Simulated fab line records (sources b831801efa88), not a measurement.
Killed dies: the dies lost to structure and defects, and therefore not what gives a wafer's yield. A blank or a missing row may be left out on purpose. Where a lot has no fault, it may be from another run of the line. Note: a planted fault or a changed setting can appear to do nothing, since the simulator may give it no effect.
A lot that was struck, set against a sound lot -- flow sky130 -- 16 steps out of a route of 708
Sound: these wafers, L851.3, L851.5, L851.6. Struck: wafer L859.3 (L859.2, L859.4, from the same lot, were not struck and are left out); the cause is given at the end.
At each step with rows: each side's tool, then ch and its chambers, then its first start. Under that, the readings that differ: sound wafers -- struck wafers -- difference of the means -- sigmas: that difference in standard deviations of wafers without a fault.
alike: readings with means less than 2 such deviations apart, plus words and numbers identical on both sides. not compared: withheld readings, readings lacking a value on some wafer, bounds such as >300 that could conceal the same value, and numbers that have no deviation in the record and whose values overlap.
A row with sigmas, a row that says differs or no value, or rows on one side alone: a step with any of these is where the two part. When numbers do not overlap yet have no deviation, they are printed without sigmas and do not part them. A reading that every wafer of one side lacks parts them only if that side has two wafers or more.

first, 8 steps without rows for these wafers: SKY_POLY_GATE_DEHYDRATE_05 (time 60 s); SKY_POLY_GATE_HMDS_06 (prime time 60 s); SKY_POLY_GATE_COAT_07 (resist thk 110 nm); SKY_POLY_GATE_COAT_08 (resist thk 450 nm); SKY_POLY_GATE_SOFTBAKE_09 (time 90 s); SKY_POLY_GATE_EXPOSE_10 (exposes mask P1M, target cd 150 nm); SKY_POLY_GATE_PEB_11; SKY_POLY_GATE_DEVELOP_12 (develop time 60 s).
SKY_POLY_GATE_CD_MEAS_13: the cd target is 150 nm.
  struck on cdSem-02, day 24 08:36; sound on cdSem-01, day 20 05:13
  alike: cdNm
SKY_POLY_GATE_OVL_MEAS_14:
  struck on overlay-02, day 24 08:43; sound on overlay-01, day 20 05:19
  alike: POLY_GATE_OVL
SKY_POLY_GATE_ETCH_15: etches BARC in N2/H2, stops on SiO2, time 118.5 s, target depth 110 nm.
  sound on rieDiel-04 ch 0,2,3, day 20 05:20; struck on rieDiel-01 ch 1, day 24 08:44
  alike: drypumpMotorCurrentA, oesProductAu, runLengthS, throttleValvePct
  not compared: rfHoursCounterH
SKY_POLY_GATE_ETCH_16: etches Si3N4 in CH3F/O2, stops on poly-Si, time 147.5 s, target depth 75 nm.
  sound on rieDiel-04 ch 0,2,3, day 20 05:25; struck on rieDiel-01 ch 1, day 24 08:49
  alike: ch3fFlowSccm, drypumpMotorCurrentA, oesProductAu, runLengthS, throttleValvePct
  not compared: rfHoursCounterH
SKY_POLY_GATE_ETCH_17: etches poly-Si in HBr/Cl2, stops on SiO2, target depth 180 nm, time 70.5 s.
  sound on rieSi-02 ch 0,1, day 20 05:31; struck on rieSi-02 ch 3, day 24 08:55
reading,sound,struck,difference,sigmas
oesProductAu (a.u.),0.982 0.983 0.990,0.829,-0.156,-20
runLengthS (s),98.5 98.8 98.1,118.3,+19.8,+47
model.KrF-thick_of_POLY_GATE_COAT_08.thkNm (nm),137.5 147.5 137.6,111.7,-29.2,
model.SiO2_of_SONOS_ONO_CVD_04.thkNm (nm),4.167 3.993 3.92,3.386,-0.641,
  alike: HBr_flow_sccm, drypumpMotorCurrentA, throttleValvePct
  not compared: rfHoursCounterH
SKY_POLY_GATE_STRIP_18: strips in O2/N2.
  sound on plasmaAsher-04 ch 0,1, day 20 05:37; struck on plasmaAsher-04 ch 0, day 24 08:58
reading,sound,struck,difference,sigmas
stripTimeToEndpointS (s),3.15 3.24 3.14,2.88,-0.30,-8
  alike: drypumpMotorCurrentA, oesProductAu
  not compared: rfHoursCounterH
then, 1 step without rows for these wafers: SKY_POLY_GATE_CLEAN_19 (cleans in SC1/SC2, time 150 s).
-- here the record skips 26 days between the struck wafers' starts before and after, leaving off in module POLY_GATE and picking up in module PAD_OPEN (first step shown: number 708 of the route) --
SKY_PAD_OPEN_PROBE_99:
  struck on prober-01, day 50 15:22; sound on prober-01, day 48 06:30
reading,sound,struck,difference,sigmas
killedDies,74 74 66,91,+20,+2
model.etest.tipSonos.rsOhmSq,2582 2654 2577,2440,-164,
model.etest.resPdiffHv.rsOhmSq,189.4 192.8 191,188.7,-2.4,
  alike: killed_at_M0_to_M3, killed_at_M4_up, killedAtContacts, killedAtFrontEnd, killedAtOther, killedOpen, killedShort
  not compared: model.etest.tipN.rsOhmSq

## WHERE THEY PART
At SKY_POLY_GATE_ETCH_17 first; at SKY_PAD_OPEN_PROBE_99 last (within this record only).

WHY: whatever the simulator had introduced
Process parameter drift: rieSi-02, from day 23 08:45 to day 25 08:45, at SKY_POLY_GATE_ETCH_17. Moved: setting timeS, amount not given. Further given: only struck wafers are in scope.
